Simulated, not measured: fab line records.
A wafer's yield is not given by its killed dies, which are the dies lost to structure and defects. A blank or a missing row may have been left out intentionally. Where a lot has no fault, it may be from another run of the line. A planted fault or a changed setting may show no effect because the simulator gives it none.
fab line records | flow sky130
record: lots: 24 | wafers: 72 | lastDay: 50
route steps=708 shown LI_CONTACT@374 METAL1@437 VIA3@574 METAL4@631
lots with no fault: from the same line, run without faults
startH: hours from the record's first day to the start of the lot's first wafer shown | waitH: hours since the lot's step before | " unchanged from the row above | L1.1+2: one row covering several wafers at once | - no value, or no start given | * or withheld: withheld | < > ~ a bound
route shown NAME@n: names a module that has steps shown in the file, with the first one's number in the route | usual: mean and standard deviation over wafers with no fault | same: alike in all rows | chamber/n: place in a boat | sites: per-site readings | _std_site: their standard deviation | _edge_site: outer sites' mean less inner sites' | radiusMm: for every site, how far away it sits from the centre of the wafer | mask NAME#n: copy n | behind: tool/chamber where the wafer was last shaped | hold: why the lot was held/for how many hours/how that ended | device: the n, p or np transistor that did not switch | end of line: tests run on the same wafers once the route is complete | where a step has no rows: the recipe by itself | killed: count of dies lost to structure and defects at first sort (not the wafer's yield) | map: per-die view of a wafer (x killed, . not killed, _ where there is no die)
set.NAME: the run value of the setting; set.NAME@STEP: its run value at that earlier step | model.NAME: the simulator's own value behind a step, which no gauge read
route steps across a sampled set of lots; one table per step, one row per wafer
services: from which hour (startH, from the record's first day; less than 0 if before it) a tool's chamber was out of use, for how many hours, and why
== steps ==
step: SKY_LI_CONTACT_CD_MEAS_12
recipe: targetCdNm: 170
usual: cdNm: 170.4/1.4
lot.wafer | tool     | chamber | startH | waitH | cdNm
L074.1    | cdSem-01 | -       | 678.87 | -     | 169.8
L074.3    | "        | -       | "      | "     | 167.7
L074.5    | "        | -       | "      | "     | 169.0
L075.1    | cdSem-01 | -       | 681.07 | -     | 171.4
L075.2    | "        | -       | "      | "     | 173.0
L075.5    | "        | -       | "      | "     | 173.0
L077.4    | cdSem-01 | -       | 697.84 | -     | 171.8
L077.5    | "        | -       | "      | "     | 171.4
L077.6    | "        | -       | "      | "     | 170.7
L076.2    | cdSem-02 | -       | 699.19 | -     | 171.8
L076.4    | "        | -       | "      | "     | 171.0
L076.6    | "        | -       | "      | "     | 171.3
L078.2    | cdSem-02 | -       | 703.39 | -     | 170.4
L078.3    | "        | -       | "      | "     | 170.0
L078.6    | "        | -       | "      | "     | 169.1
L079.1    | cdSem-01 | -       | 714.17 | -     | 169.8
L079.2    | "        | -       | "      | "     | 170.7
L079.6    | "        | -       | "      | "     | 171.0
L080.1    | cdSem-02 | -       | 750.37 | -     | 171.2
L080.5    | "        | -       | "      | "     | 168.7
L080.6    | "        | -       | "      | "     | 169.5
L082.4    | cdSem-02 | -       | 751.13 | -     | 172.1
L082.5    | "        | -       | "      | "     | 169.8
L082.6    | "        | -       | "      | "     | 169.4
L081.1    | cdSem-01 | -       | 752.52 | -     | 169.9
L081.5    | "        | -       | "      | "     | 169.7
L081.6    | "        | -       | "      | "     | 168.5
L083.1    | cdSem-01 | -       | 755.27 | -     | 170.5
L083.2    | "        | -       | "      | "     | 167.9
L083.3    | "        | -       | "      | "     | 169.3
L084.3    | cdSem-02 | -       | 758.51 | -     | 171.5
L084.4    | "        | -       | "      | "     | 172.9
L084.6    | "        | -       | "      | "     | 171.5
L085.3    | cdSem-01 | -       | 761.96 | -     | 171.4
L085.5    | "        | -       | "      | "     | 170.6
L085.6    | "        | -       | "      | "     | 170.6
L086.2    | cdSem-02 | -       | 771.89 | -     | 169.0
L086.5    | "        | -       | "      | "     | 168.2
L086.6    | "        | -       | "      | "     | 170.1
L087.2    | cdSem-02 | -       | 780.19 | -     | 172.4
L087.4    | "        | -       | "      | "     | 173.5
L087.6    | "        | -       | "      | "     | 172.6
L088.2    | cdSem-01 | -       | 787.54 | -     | 170.4
L088.4    | "        | -       | "      | "     | 170.8
L088.5    | "        | -       | "      | "     | 171.7
L089.1    | cdSem-01 | -       | 789.72 | -     | 167.7
L089.3    | "        | -       | "      | "     | 168.1
L089.5    | "        | -       | "      | "     | 169.3
L090.2    | cdSem-02 | -       | 797.49 | -     | 170.8
L090.5    | "        | -       | "      | "     | 170.0
L090.6    | "        | -       | "      | "     | 170.9
L091.3    | cdSem-01 | -       | 804.46 | -     | 172.3
L091.4    | "        | -       | "      | "     | 170.9
L091.6    | "        | -       | "      | "     | 173.1
L092.1    | cdSem-01 | -       | 821.12 | -     | 168.0
L092.2    | "        | -       | "      | "     | 169.7
L092.4    | "        | -       | "      | "     | 167.7
L093.2    | cdSem-02 | -       | 824.19 | -     | 169.8
L093.3    | "        | -       | "      | "     | 170.6
L093.4    | "        | -       | "      | "     | 169.9
L094.2    | cdSem-02 | -       | 826.99 | -     | 170.0
L094.3    | "        | -       | "      | "     | 169.4
L094.5    | "        | -       | "      | "     | 169.5
L095.1    | cdSem-01 | -       | 835.72 | -     | 170.5
L095.2    | "        | -       | "      | "     | 171.3
L095.6    | "        | -       | "      | "     | 169.8
L096.2    | cdSem-01 | -       | 843.24 | -     | 169.6
L096.5    | "        | -       | "      | "     | 171.4
L096.6    | "        | -       | "      | "     | 171.1
L097.1    | cdSem-02 | -       | 849.12 | -     | 171.5
L097.4    | "        | -       | "      | "     | 169.9
L097.5    | "        | -       | "      | "     | 171.1
step: SKY_METAL1_SPUTTER_03
recipe: material: Ti | targetThkNm: 5 | powerW: 3000 | timeS: 3.3 | chamberPressurePa: 0.4
usual: throttleValvePct: 29.9/0.96
lot.wafer | tool          | chamber | startH | waitH | throttleValvePct
L074.1    | pvdSputter-01 | -       | 738.93 | 0.0   | 28.8
L074.3    | "             | -       | "      | "     | 31.3
L074.5    | "             | -       | "      | "     | 30.8
L075.1    | pvdSputter-03 | -       | 741.53 | 0.0   | 30.7
L075.2    | "             | -       | "      | "     | 27.4
L075.5    | "             | -       | "      | "     | 30.8
L077.4    | pvdSputter-01 | -       | 757.84 | 0.0   | 30.9
L077.5    | "             | -       | "      | "     | 28.6
L077.6    | "             | -       | "      | "     | 30.9
L076.2    | pvdSputter-03 | -       | 758.84 | 0.0   | 31.4
L076.4    | "             | -       | "      | "     | 27.5
L076.6    | "             | -       | "      | "     | 31.2
L078.2    | pvdSputter-01 | -       | 762.90 | 0.0   | 30.9
L078.3    | "             | -       | "      | "     | 28.4
L078.6    | "             | -       | "      | "     | 31.3
L079.1    | pvdSputter-02 | -       | 773.82 | 0.0   | 29.8
L079.2    | "             | -       | "      | "     | 29.2
L079.6    | "             | -       | "      | "     | 29.4
L080.1    | pvdSputter-03 | -       | 808.12 | 0.0   | 30.8
L080.5    | "             | -       | "      | "     | 30.2
L080.6    | "             | -       | "      | "     | 31.0
L082.4    | pvdSputter-01 | -       | 809.07 | 0.0   | 30.9
L082.5    | "             | -       | "      | "     | 29.1
L082.6    | "             | -       | "      | "     | 30.8
L081.1    | pvdSputter-01 | -       | 810.42 | 0.0   | 28.8
L081.5    | "             | -       | "      | "     | 29.1
L081.6    | "             | -       | "      | "     | 30.8
L083.1    | pvdSputter-02 | -       | 812.38 | 0.0   | 29.0
L083.2    | "             | -       | "      | "     | 30.0
L083.3    | "             | -       | "      | "     | 29.4
L084.3    | pvdSputter-02 | -       | 816.28 | 0.0   | 29.4
L084.4    | "             | -       | "      | "     | 29.5
L084.6    | "             | -       | "      | "     | 29.3
L085.3    | pvdSputter-01 | -       | 819.07 | 0.0   | 29.6
L085.5    | "             | -       | "      | "     | 29.0
L085.6    | "             | -       | "      | "     | 30.8
L086.2    | pvdSputter-01 | -       | 828.72 | 0.0   | 29.9
L086.5    | "             | -       | "      | "     | 29.7
L086.6    | "             | -       | "      | "     | 28.8
L087.2    | pvdSputter-01 | -       | 838.53 | 0.0   | 31.0
L087.4    | "             | -       | "      | "     | 30.7
L087.6    | "             | -       | "      | "     | 30.7
L088.2    | pvdSputter-02 | -       | 845.19 | 0.0   | 30.1
L088.4    | "             | -       | "      | "     | 28.8
L088.5    | "             | -       | "      | "     | 29.8
L089.1    | pvdSputter-02 | -       | 846.58 | 0.0   | 29.6
L089.3    | "             | -       | "      | "     | 29.2
L089.5    | "             | -       | "      | "     | 29.2
L090.2    | pvdSputter-01 | -       | 855.22 | 0.0   | 31.0
L090.5    | "             | -       | "      | "     | 29.7
L090.6    | "             | -       | "      | "     | 30.7
L091.3    | pvdSputter-01 | -       | 860.68 | 0.0   | 29.6
L091.4    | "             | -       | "      | "     | 31.2
L091.6    | "             | -       | "      | "     | 30.8
L092.1    | pvdSputter-03 | -       | 875.48 | 0.0   | 27.6
L092.2    | "             | -       | "      | "     | 31.3
L092.4    | "             | -       | "      | "     | 30.7
L093.2    | pvdSputter-02 | -       | 879.22 | 0.0   | 29.3
L093.3    | "             | -       | "      | "     | 30.0
L093.4    | "             | -       | "      | "     | 29.2
L094.2    | pvdSputter-01 | -       | 882.93 | 0.0   | 29.7
L094.3    | "             | -       | "      | "     | 28.7
L094.5    | "             | -       | "      | "     | 30.8
L095.1    | pvdSputter-03 | -       | 891.82 | 0.0   | 30.4
L095.2    | "             | -       | "      | "     | 31.3
L095.6    | "             | -       | "      | "     | 31.1
L096.2    | pvdSputter-02 | -       | 899.02 | 0.0   | 29.3
L096.5    | "             | -       | "      | "     | 29.2
L096.6    | "             | -       | "      | "     | 29.1
L097.1    | pvdSputter-01 | -       | 904.73 | 0.0   | 31.1
L097.4    | "             | -       | "      | "     | 29.6
L097.5    | "             | -       | "      | "     | 28.9
step: SKY_VIA3_THK_MEAS_01
recipe: reads: SiO2_of_VIA3_HDPCVD_00
usual: VIA3_HDPCVD_THK: 1631/19
lot.wafer | tool         | chamber | startH  | waitH | VIA3_HDPCVD_THK[nm]
L074.1    | filmMetro-01 | -       | 902.65  | 0.1   | 1668
L074.3    | "            | -       | "       | "     | 1637
L074.5    | "            | -       | "       | "     | 1686
L075.1    | filmMetro-04 | -       | 907.70  | 0.1   | 1646
L075.2    | "            | -       | "       | "     | 1643
L075.5    | "            | -       | "       | "     | 1624
L077.4    | filmMetro-04 | -       | 921.00  | 0.0   | 1626
L077.5    | "            | -       | "       | "     | 1645
L077.6    | "            | -       | "       | "     | 1621
L076.2    | filmMetro-04 | -       | 923.53  | 0.1   | 1633
L076.4    | "            | -       | "       | "     | 1633
L076.6    | "            | -       | "       | "     | 1630
L078.2    | filmMetro-01 | -       | 925.96  | 0.1   | 1663
L078.3    | "            | -       | "       | "     | 1678
L078.6    | "            | -       | "       | "     | 1662
L079.1    | filmMetro-04 | -       | 937.71  | 0.1   | 1598
L079.2    | "            | -       | "       | "     | 1610
L079.6    | "            | -       | "       | "     | 1600
L082.4    | filmMetro-02 | -       | 968.15  | 0.0   | 1600
L082.5    | "            | -       | "       | "     | 1593
L082.6    | "            | -       | "       | "     | 1601
L080.1    | filmMetro-01 | -       | 968.28  | 0.1   | 1638
L080.5    | "            | -       | "       | "     | 1611
L080.6    | "            | -       | "       | "     | 1592
L081.1    | filmMetro-01 | -       | 969.62  | 0.1   | 1631
L081.5    | "            | -       | "       | "     | 1637
L081.6    | "            | -       | "       | "     | 1628
L083.1    | filmMetro-01 | -       | 972.09  | 0.1   | 1633
L083.2    | "            | -       | "       | "     | 1631
L083.3    | "            | -       | "       | "     | 1639
L084.3    | filmMetro-01 | -       | 974.94  | 0.1   | 1643
L084.4    | "            | -       | "       | "     | 1625
L084.6    | "            | -       | "       | "     | 1625
L085.3    | filmMetro-04 | -       | 977.44  | 0.1   | 1607
L085.5    | "            | -       | "       | "     | 1611
L085.6    | "            | -       | "       | "     | 1603
L086.2    | filmMetro-02 | -       | 987.27  | 0.1   | 1622
L086.5    | "            | -       | "       | "     | 1640
L086.6    | "            | -       | "       | "     | 1611
L087.2    | filmMetro-01 | -       | 997.03  | 0.1   | 1644
L087.4    | "            | -       | "       | "     | 1626
L087.6    | "            | -       | "       | "     | 1635
L088.2    | filmMetro-02 | -       | 1002.73 | 0.1   | 1632
L088.4    | "            | -       | "       | "     | 1648
L088.5    | "            | -       | "       | "     | 1621
L089.1    | filmMetro-01 | -       | 1003.76 | 0.1   | 1646
L089.3    | "            | -       | "       | "     | 1640
L089.5    | "            | -       | "       | "     | 1640
L090.2    | filmMetro-01 | -       | 1009.82 | 0.1   | 1607
L090.5    | "            | -       | "       | "     | 1636
L090.6    | "            | -       | "       | "     | 1623
L091.3    | filmMetro-01 | -       | 1016.01 | 0.1   | 1647
L091.4    | "            | -       | "       | "     | 1642
L091.6    | "            | -       | "       | "     | 1642
L092.1    | filmMetro-02 | -       | 1027.60 | 0.1   | 1654
L092.2    | "            | -       | "       | "     | 1671
L092.4    | "            | -       | "       | "     | 1628
L093.2    | filmMetro-02 | -       | 1031.75 | 0.1   | 1629
L093.3    | "            | -       | "       | "     | 1613
L093.4    | "            | -       | "       | "     | 1662
L094.2    | filmMetro-04 | -       | 1035.38 | 0.1   | 1607
L094.3    | "            | -       | "       | "     | 1601
L094.5    | "            | -       | "       | "     | 1628
L095.1    | filmMetro-04 | -       | 1043.92 | 0.1   | 1633
L095.2    | "            | -       | "       | "     | 1647
L095.6    | "            | -       | "       | "     | 1625
L096.2    | filmMetro-01 | -       | 1049.34 | 0.1   | 1631
L096.5    | "            | -       | "       | "     | 1619
L096.6    | "            | -       | "       | "     | 1630
L097.1    | filmMetro-02 | -       | 1053.88 | 0.1   | 1658
L097.4    | "            | -       | "       | "     | 1667
L097.5    | "            | -       | "       | "     | 1644
step: SKY_VIA3_CVD_21
recipe: material: W | targetThkNm: 390 | timeS: 117.31 | tempC: 400 | pressureTorr: 40
usual: heaterPowerW: 828/44
lot.wafer | tool    | chamber | startH  | waitH | heaterPowerW
L074.1    | cvdW-02 | 1       | 929.23  | 0.0   | 800
L074.3    | "       | 1       | "       | "     | 797
L074.5    | "       | 1       | "       | "     | 810
L075.1    | cvdW-01 | 1       | 933.93  | 0.0   | 779
L075.2    | "       | 0       | "       | "     | 788
L075.5    | "       | 0       | "       | "     | 795
L077.4    | cvdW-02 | 0       | 946.89  | 0.1   | 875
L077.5    | "       | 0       | "       | "     | 894
L077.6    | "       | 1       | "       | "     | 808
L076.2    | cvdW-01 | 0       | 948.49  | 0.0   | 769
L076.4    | "       | 1       | "       | "     | 793
L076.6    | "       | 1       | "       | "     | 786
L078.2    | cvdW-01 | 0       | 951.35  | 0.0   | 793
L078.3    | "       | 0       | "       | "     | 794
L078.6    | "       | 1       | "       | "     | 777
L079.1    | cvdW-02 | 0       | 963.39  | 0.0   | 893
L079.2    | "       | 1       | "       | "     | 807
L079.6    | "       | 1       | "       | "     | 812
L082.4    | cvdW-02 | 1       | 993.02  | 0.1   | 815
L082.5    | "       | 0       | "       | "     | 896
L082.6    | "       | 1       | "       | "     | 812
L080.1    | cvdW-01 | 1       | 993.13  | 0.0   | 810
L080.5    | "       | 1       | "       | "     | 791
L080.6    | "       | 0       | "       | "     | 802
L081.1    | cvdW-02 | 1       | 994.73  | 0.0   | 822
L081.5    | "       | 1       | "       | "     | 814
L081.6    | "       | 0       | "       | "     | 890
L083.1    | cvdW-02 | 1       | 997.28  | 0.0   | 809
L083.2    | "       | 0       | "       | "     | 891
L083.3    | "       | 0       | "       | "     | 902
L084.3    | cvdW-02 | 1       | 999.83  | 0.1   | 828
L084.4    | "       | 0       | "       | "     | 894
L084.6    | "       | 1       | "       | "     | 812
L085.3    | cvdW-01 | 1       | 1003.18 | 0.1   | 795
L085.5    | "       | 0       | "       | "     | 795
L085.6    | "       | 1       | "       | "     | 798
L086.2    | cvdW-02 | 1       | 1012.13 | 0.0   | 810
L086.5    | "       | 1       | "       | "     | 805
L086.6    | "       | 0       | "       | "     | 894
L087.2    | cvdW-01 | 1       | 1021.29 | 0.0   | 818
L087.4    | "       | 1       | "       | "     | 794
L087.6    | "       | 0       | "       | "     | 795
L088.2    | cvdW-02 | 1       | 1026.03 | 0.1   | 823
L088.4    | "       | 1       | "       | "     | 791
L088.5    | "       | 1       | "       | "     | 804
L089.1    | cvdW-02 | 0       | 1026.96 | 0.0   | 903
L089.3    | "       | 0       | "       | "     | 909
L089.5    | "       | 1       | "       | "     | 819
L090.2    | cvdW-01 | 1       | 1033.79 | 0.0   | 816
L090.5    | "       | 1       | "       | "     | 785
L090.6    | "       | 0       | "       | "     | 766
L091.3    | cvdW-02 | 1       | 1039.38 | 0.1   | 797
L091.4    | "       | 0       | "       | "     | 883
L091.6    | "       | 0       | "       | "     | 897
L092.1    | cvdW-02 | 0       | 1051.33 | 0.0   | 902
L092.2    | "       | 1       | "       | "     | 798
L092.4    | "       | 0       | "       | "     | 892
L093.2    | cvdW-01 | 0       | 1055.23 | 0.0   | 806
L093.3    | "       | 0       | "       | "     | 783
L093.4    | "       | 1       | "       | "     | 791
L094.2    | cvdW-01 | 0       | 1059.40 | 0.0   | 808
L094.3    | "       | 1       | "       | "     | 820
L094.5    | "       | 1       | "       | "     | 808
L095.1    | cvdW-01 | 1       | 1067.45 | 0.0   | 815
L095.2    | "       | 0       | "       | "     | 801
L095.6    | "       | 1       | "       | "     | 825
L096.2    | cvdW-02 | 0       | 1072.81 | 0.0   | 898
L096.5    | "       | 0       | "       | "     | 888
L096.6    | "       | 1       | "       | "     | 820
L097.1    | cvdW-02 | 1       | 1076.64 | 0.0   | 804
L097.4    | "       | 1       | "       | "     | 806
L097.5    | "       | 0       | "       | "     | 887
step: SKY_VIA3_RS_MEAS_22
recipe: thkMeasGauge: four-point-probe | reads: W_of_VIA3_CVD_21+TiN_of_VIA3_SPUTTER_20
usual: VIA3_W_RS: 0.295/0.0034
lot.wafer | tool         | chamber | startH  | waitH | VIA3_W_RS[ohm/sq]
L074.1    | filmMetro-01 | -       | 929.35  | 0.1   | 0.297
L074.3    | "            | -       | "       | "     | 0.296
L074.5    | "            | -       | "       | "     | 0.297
L075.1    | filmMetro-04 | -       | 934.06  | 0.1   | 0.291
L075.2    | "            | -       | "       | "     | 0.285
L075.5    | "            | -       | "       | "     | 0.281
L077.4    | filmMetro-01 | -       | 947.03  | 0.1   | 0.301
L077.5    | "            | -       | "       | "     | 0.301
L077.6    | "            | -       | "       | "     | 0.301
L076.2    | filmMetro-02 | -       | 948.64  | 0.1   | 0.290
L076.4    | "            | -       | "       | "     | 0.294
L076.6    | "            | -       | "       | "     | 0.297
L078.2    | filmMetro-04 | -       | 951.49  | 0.1   | 0.292
L078.3    | "            | -       | "       | "     | 0.292
L078.6    | "            | -       | "       | "     | 0.298
L079.1    | filmMetro-04 | -       | 963.51  | 0.1   | 0.295
L079.2    | "            | -       | "       | "     | 0.295
L079.6    | "            | -       | "       | "     | 0.296
L082.4    | filmMetro-02 | -       | 993.16  | 0.1   | 0.297
L082.5    | "            | -       | "       | "     | 0.294
L082.6    | "            | -       | "       | "     | 0.296
L080.1    | filmMetro-01 | -       | 993.25  | 0.1   | 0.297
L080.5    | "            | -       | "       | "     | 0.299
L080.6    | "            | -       | "       | "     | 0.293
L081.1    | filmMetro-02 | -       | 994.86  | 0.1   | 0.296
L081.5    | "            | -       | "       | "     | 0.295
L081.6    | "            | -       | "       | "     | 0.293
L083.1    | filmMetro-01 | -       | 997.41  | 0.1   | 0.296
L083.2    | "            | -       | "       | "     | 0.291
L083.3    | "            | -       | "       | "     | 0.294
L084.3    | filmMetro-01 | -       | 999.95  | 0.1   | 0.298
L084.4    | "            | -       | "       | "     | 0.292
L084.6    | "            | -       | "       | "     | 0.295
L085.3    | filmMetro-02 | -       | 1003.30 | 0.1   | 0.297
L085.5    | "            | -       | "       | "     | 0.294
L085.6    | "            | -       | "       | "     | 0.299
L086.2    | filmMetro-01 | -       | 1012.27 | 0.1   | 0.297
L086.5    | "            | -       | "       | "     | 0.293
L086.6    | "            | -       | "       | "     | 0.293
L087.2    | filmMetro-01 | -       | 1021.43 | 0.1   | 0.298
L087.4    | "            | -       | "       | "     | 0.303
L087.6    | "            | -       | "       | "     | 0.291
L088.2    | filmMetro-01 | -       | 1026.25 | 0.2   | 0.295
L088.4    | "            | -       | "       | "     | 0.293
L088.5    | "            | -       | "       | "     | 0.294
L089.1    | filmMetro-01 | -       | 1027.08 | 0.1   | 0.293
L089.3    | "            | -       | "       | "     | 0.298
L089.5    | "            | -       | "       | "     | 0.293
L090.2    | filmMetro-02 | -       | 1033.93 | 0.1   | 0.298
L090.5    | "            | -       | "       | "     | 0.297
L090.6    | "            | -       | "       | "     | 0.293
L091.3    | filmMetro-02 | -       | 1039.50 | 0.1   | 0.294
L091.4    | "            | -       | "       | "     | 0.301
L091.6    | "            | -       | "       | "     | 0.303
L092.1    | filmMetro-01 | -       | 1051.45 | 0.1   | 0.298
L092.2    | "            | -       | "       | "     | 0.294
L092.4    | "            | -       | "       | "     | 0.296
L093.2    | filmMetro-01 | -       | 1055.37 | 0.1   | 0.294
L093.3    | "            | -       | "       | "     | 0.290
L093.4    | "            | -       | "       | "     | 0.293
L094.2    | filmMetro-04 | -       | 1059.55 | 0.1   | 0.287
L094.3    | "            | -       | "       | "     | 0.297
L094.5    | "            | -       | "       | "     | 0.298
L095.1    | filmMetro-02 | -       | 1067.58 | 0.1   | 0.298
L095.2    | "            | -       | "       | "     | 0.292
L095.6    | "            | -       | "       | "     | 0.296
L096.2    | filmMetro-01 | -       | 1072.96 | 0.1   | 0.291
L096.5    | "            | -       | "       | "     | 0.291
L096.6    | "            | -       | "       | "     | 0.292
L097.1    | filmMetro-04 | -       | 1076.77 | 0.1   | 0.294
L097.4    | "            | -       | "       | "     | 0.296
L097.5    | "            | -       | "       | "     | 0.296
step: SKY_METAL4_DESCUM_15
recipe: chemistry: O2 | sourcePowerW: 150 | biasPowerW: 0 | pressureMtorr: 10 | tempC: 40 | timeS: 8
usual: drypumpMotorCurrentA: 5.8/0.47 | oesProductAu: 0.996/0.0078
same: biasPowerW: 0
lot.wafer | tool        | chamber | startH  | waitH | drypumpMotorCurrentA | oesProductAu | rfHoursCounterH
L074.1    | rieMetal-04 | 1       | 978.62  | 0.0   | 5.2                  | 0.986        | 5
L074.3    | "           | 0       | "       | "     | 5.6                  | 0.989        | -
L074.5    | "           | 0       | "       | "     | 5.6                  | 0.983        | -
L075.1    | rieMetal-04 | 1       | 983.92  | 0.0   | 5.2                  | 0.996        | 5
L075.2    | "           | 0       | "       | "     | 5.6                  | 0.984        | 10
L075.5    | "           | 0       | "       | "     | 5.6                  | 1.000        | -
L077.4    | rieMetal-03 | 0       | 996.35  | 0.0   | 5.9                  | 0.991        | -
L077.5    | "           | 0       | "       | "     | 5.8                  | 0.985        | -
L077.6    | "           | 0       | "       | "     | 5.8                  | 0.992        | -
L076.2    | rieMetal-03 | 0       | 997.63  | 0.0   | 5.8                  | 0.985        | -
L076.4    | "           | 0       | "       | "     | 5.8                  | 0.986        | -
L076.6    | "           | 0       | "       | "     | 5.8                  | 0.986        | -
L078.2    | rieMetal-03 | 0       | 1000.54 | 0.0   | 5.9                  | 0.995        | -
L078.3    | "           | 0       | "       | "     | 5.8                  | 0.995        | -
L078.6    | "           | 0       | "       | "     | 5.8                  | 0.994        | -
L079.1    | rieMetal-02 | 1       | 1012.37 | 0.0   | 6.7                  | 0.994        | 19
L079.2    | "           | 0       | "       | "     | 6.2                  | 1.001        | 11
L079.6    | "           | 0       | "       | "     | 6.2                  | 0.998        | -
L082.4    | rieMetal-02 | 0       | 1040.33 | 0.0   | 6.2                  | 0.995        | -
L082.5    | "           | 0       | "       | "     | 6.2                  | 0.994        | -
L082.6    | "           | 1       | "       | "     | 6.6                  | 0.998        | -
L080.1    | rieMetal-03 | 0       | 1040.78 | 0.0   | 5.9                  | 0.991        | 13
L080.5    | "           | 0       | "       | "     | 5.8                  | 0.986        | -
L080.6    | "           | 0       | "       | "     | 5.9                  | 0.990        | -
L081.1    | rieMetal-02 | 0       | 1042.37 | 0.0   | 6.2                  | 0.986        | 12
L081.5    | "           | 0       | "       | "     | 6.2                  | 0.983        | -
L081.6    | "           | 1       | "       | "     | 6.7                  | 0.984        | -
L083.1    | rieMetal-04 | 0       | 1044.78 | 0.0   | 5.6                  | 1.010        | 14
L083.2    | "           | 1       | "       | "     | 5.2                  | 0.997        | 9
L083.3    | "           | 0       | "       | "     | 5.6                  | 1.017        | -
L084.3    | rieMetal-04 | 0       | 1046.64 | 0.0   | 5.5                  | 1.000        | -
L084.4    | "           | 1       | "       | "     | 5.2                  | 1.000        | -
L084.6    | "           | 0       | "       | "     | 5.6                  | 0.998        | -
L085.3    | rieMetal-04 | 1       | 1049.19 | 0.0   | 5.2                  | 1.002        | -
L085.5    | "           | 0       | "       | "     | 5.6                  | 1.012        | -
L085.6    | "           | 1       | "       | "     | 5.2                  | 1.006        | -
L086.2    | rieMetal-02 | 1       | 1058.98 | 0.0   | 6.7                  | 1.007        | 22
L086.5    | "           | 0       | "       | "     | 6.2                  | 0.989        | -
L086.6    | "           | 1       | "       | "     | 6.7                  | 0.995        | -
L087.2    | rieMetal-02 | 1       | 1067.93 | 0.0   | 6.6                  | 0.999        | 23
L087.4    | "           | 1       | "       | "     | 6.7                  | 1.000        | -
L087.6    | "           | 1       | "       | "     | 6.6                  | 0.997        | -
L088.2    | rieMetal-04 | 0       | 1071.98 | 0.0   | 5.6                  | 0.986        | 16
L088.4    | "           | 1       | "       | "     | 5.2                  | 0.995        | -
L088.5    | "           | 0       | "       | "     | 5.6                  | 0.993        | -
L089.1    | rieMetal-02 | 0       | 1073.13 | 0.0   | 6.2                  | 0.997        | 15
L089.3    | "           | 0       | "       | "     | 6.2                  | 0.999        | -
L089.5    | "           | 0       | "       | "     | 6.2                  | 0.996        | -
L090.2    | rieMetal-04 | 1       | 1078.83 | 0.0   | 5.2                  | 1.001        | 11
L090.5    | "           | 0       | "       | "     | 5.6                  | 0.995        | -
L090.6    | "           | 1       | "       | "     | 5.2                  | 0.997        | -
L091.3    | rieMetal-02 | 0       | 1083.59 | 0.0   | 6.2                  | 0.984        | -
L091.4    | "           | 1       | "       | "     | 6.7                  | 1.000        | -
L091.6    | "           | 1       | "       | "     | 6.7                  | 0.998        | -
L092.1    | rieMetal-02 | 1       | 1094.38 | 0.0   | 6.7                  | 1.003        | 24
L092.2    | "           | 0       | "       | "     | 6.2                  | 0.992        | 16
L092.4    | "           | 0       | "       | "     | 6.2                  | 0.983        | -
L093.2    | rieMetal-03 | 0       | 1097.79 | 0.0   | 5.9                  | 0.996        | -
L093.3    | "           | 0       | "       | "     | 5.8                  | 0.987        | -
L093.4    | "           | 0       | "       | "     | 5.8                  | 0.995        | -
L094.2    | rieMetal-04 | 0       | 1101.52 | 0.0   | 5.6                  | 1.011        | 18
L094.3    | "           | 1       | "       | "     | 5.2                  | 1.000        | -
L094.5    | "           | 0       | "       | "     | 5.6                  | 0.994        | -
L095.1    | rieMetal-03 | 0       | 1109.68 | 0.0   | 5.9                  | 1.015        | 23
L095.2    | "           | 0       | "       | "     | 5.9                  | 1.003        | -
L095.6    | "           | 0       | "       | "     | 5.8                  | 1.001        | -
L096.2    | rieMetal-04 | 1       | 1114.73 | 0.0   | 5.2                  | 1.001        | 14
L096.5    | "           | 0       | "       | "     | 5.6                  | 1.000        | -
L096.6    | "           | 1       | "       | "     | 5.2                  | 0.993        | -
L097.1    | rieMetal-04 | 1       | 1119.08 | 0.0   | 5.2                  | 0.995        | 14
L097.4    | "           | 0       | "       | "     | 5.6                  | 0.990        | -
L097.5    | "           | 0       | "       | "     | 5.6                  | 0.992        | -
== services ==
tool          | chamber | startH  | hours | kind
pvdSputter-02 | -       | 768.92  | 1.3   | repair
pvdSputter-02 | -       | 784.41  | 3.3   | repair
cvdW-01       | -       | 792.15  | 0.9   | repair
pvdSputter-02 | -       | 798.60  | 5.5   | repair
rieMetal-04   | 1       | 824.95  | 24.5  | repair
cvdW-01       | -       | 826.56  | 2.8   | pm
cvdW-01       | 1       | 842.30  | 2.7   | repair
cvdW-02       | 1       | 849.80  | 3.3   | repair
pvdSputter-02 | -       | 853.56  | 1.4   | repair
rieMetal-03   | 0       | 860.64  | 5.8   | repair
rieMetal-04   | 1       | 868.52  | 7.3   | repair
pvdSputter-01 | -       | 878.99  | 1.3   | repair
cvdW-01       | -       | 904.00  | 14.0  | pm
pvdSputter-01 | -       | 908.66  | 1.5   | repair
cvdW-02       | -       | 923.32  | 2.8   | pm
pvdSputter-02 | -       | 942.76  | 0.7   | repair
cvdW-01       | 1       | 955.94  | 7.3   | repair
rieMetal-04   | -       | 970.30  | 2.2   | repair
rieMetal-03   | -       | 973.22  | 14.6  | pm
rieMetal-03   | 1       | 995.99  | 189.0 | repair
rieMetal-02   | 1       | 1068.25 | 12.4  | repair
cvdW-01       | -       | 1079.95 | 3.8   | pm
pvdSputter-01 | -       | 1087.77 | 1.4   | repair
rieMetal-04   | -       | 1115.16 | 2.8   | pm
== key ==
fault none
